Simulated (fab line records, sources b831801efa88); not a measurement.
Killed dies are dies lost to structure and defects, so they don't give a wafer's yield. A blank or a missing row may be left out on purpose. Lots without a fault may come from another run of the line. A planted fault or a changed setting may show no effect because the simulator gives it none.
Split-lot experiment | flow sky130 | 5 lots, 19 wafers read, on a route of 708 steps

THE SPLIT
At SKY_METAL4_METAL_ETCH_18 (etches the open film in Cl2/BCl3, stops on SiO2, target depth 845 nm, time 183.1 s), the setting bias_w was moved away from the recipe's 48.5 W on 8 of the 19 wafers read, by -10.0% to +7.9%. The other wafers ran this setting at the recipe's value.

The reading is taken at the split's own step.

THE READING
KrF-thick_of_METAL4_COAT_08.thk_nm (the simulator's own value, which no gauge read), in nm, at SKY_METAL4_METAL_ETCH_18 (etches the open film in Cl2/BCl3, stops on SiO2, target depth 845 nm, time 183.1 s). The file gives no usual value for it. The 11 wafers here that ran the recipe average 538.7 nm, standard deviation 6.1 nm.

wafer  | tool, chamber at the split | bias_w as run, W | against the recipe | KrF-thick_of_METAL4_COAT_08.thk_nm, nm | against lot-mates on the recipe
L077.1 | rie_metal-01, 0            | 44.34            | -8.6%              | 550.6                                  | +4.8
L077.2 | rie_metal-01, 1            | 44.34            | -8.6%              | 564.6                                  | +18.8
L077.3 | rie_metal-01, 1            | 48.5             | recipe             | 548                                    | -
L077.4 | rie_metal-01, 0            | 44.34            | -8.6%              | 555.8                                  | +10.0
L077.5 | rie_metal-01, 1            | 48.5             | recipe             | 543.6                                  | -
L079.3 | rie_metal-04, 1            | 48.5             | recipe             | 527.6                                  | -
L079.4 | rie_metal-04, 0            | 46.79            | -3.5%              | 531.6                                  | +4.0
L079.5 | rie_metal-04, 0            | 46.79            | -3.5%              | 541.9                                  | +14.3
L080.4 | rie_metal-03, 1            | 48.5             | recipe             | 535                                    | -
L080.5 | rie_metal-03, 0            | 48.5             | recipe             | 529                                    | -
L080.6 | rie_metal-03, 1            | 43.63            | -10.0%             | 561.6                                  | +29.6
L083.1 | rie_metal-01, 1            | 52.33            | +7.9%              | 520.9                                  | -20.9
L083.3 | rie_metal-01, 1            | 52.33            | +7.9%              | 523.9                                  | -17.9
L083.4 | rie_metal-01, 0            | 48.5             | recipe             | 543                                    | -
L083.5 | rie_metal-01, 0            | 48.5             | recipe             | 543.9                                  | -
L083.6 | rie_metal-01, 1            | 48.5             | recipe             | 538.5                                  | -
L085.1 | rie_metal-01, 1            | 48.5             | recipe             | 542.2                                  | -
L085.2 | rie_metal-01, 0            | 48.5             | recipe             | 538.6                                  | -
L085.4 | rie_metal-01, 0            | 48.5             | recipe             | 536.8                                  | -

THE FIT
A straight line over all 19 wafers: KrF-thick_of_METAL4_COAT_08.thk_nm changes by -2.05 nm for each +1% of bias_w; r = -0.84; the points scatter about the line by 6.5 nm.
The same after taking each lot's own level away (the mean of its wafers on the recipe; 19 wafers): -2.07 nm for each +1%; r = -0.90; scatter 5.1 nm.
On that fit, the largest move of bias_w shifts the reading by 21 nm.
The lots' own levels span 527.60 to 545.80 nm, that is 3.0 times the standard deviation above.
So the lot-to-lot level changes the slope little: the two slopes agree.
Check: with one of the wafers moved furthest among these (-10.0%) left out of the fit, the line predicts +17.3 nm for it against its lot-mates. It came out at +29.6 nm against them.

OTHER SPLITS ON THESE WAFERS
These wafers also went through other splits before the reading. Each is held against what the fit with the lots' levels taken away leaves over:
other split on the same wafers       | wafers away from the commonest value | r with KrF-thick_of_METAL4_COAT_08.thk_nm (lot level and that fit taken away)
SKY_CAPM_DEVELOP_11 dev_temp_c       | 7                                    | -0.21
SKY_VIA3_HDPCVD_00 time_s            | 5                                    | -0.19
SKY_VIA3_STRIP_16 pressure_mtorr     | 14                                   | +0.40
SKY_CAP2M_COAT_07 resist_thk_nm      | 8                                    | -0.24
SKY_CAP2M_METAL_ETCH_13 time_s       | 6                                    | -0.17
SKY_METAL4_DEVELOP_12 develop_time_s | 6                                    | +0.56

THE WHOLE CHAIN: every reading that the file lists as answering this split, in the file's order
step                     | what it does                                                                       | reading                                                                             | change (the file's fit)              | r (the file's)
SKY_METAL4_METAL_ETCH_18 | etches the open film in Cl2/BCl3, stops on SiO2, target depth 845 nm, time 183.1 s | KrF-thick_of_METAL4_COAT_08.thk_nm (the simulator's own value, which no gauge read) | -2.18 nm for each +1% of the setting | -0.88
SKY_METAL4_STRIP_19      | strips in O2/N2                                                                    | strip_time_to_endpoint_s                                                            | withheld for each +1% of the setting | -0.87

THE FILE'S OWN FIT
KrF-thick_of_METAL4_COAT_08.thk_nm changes by -2.18 nm for each +1% of bias_w, r = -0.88.
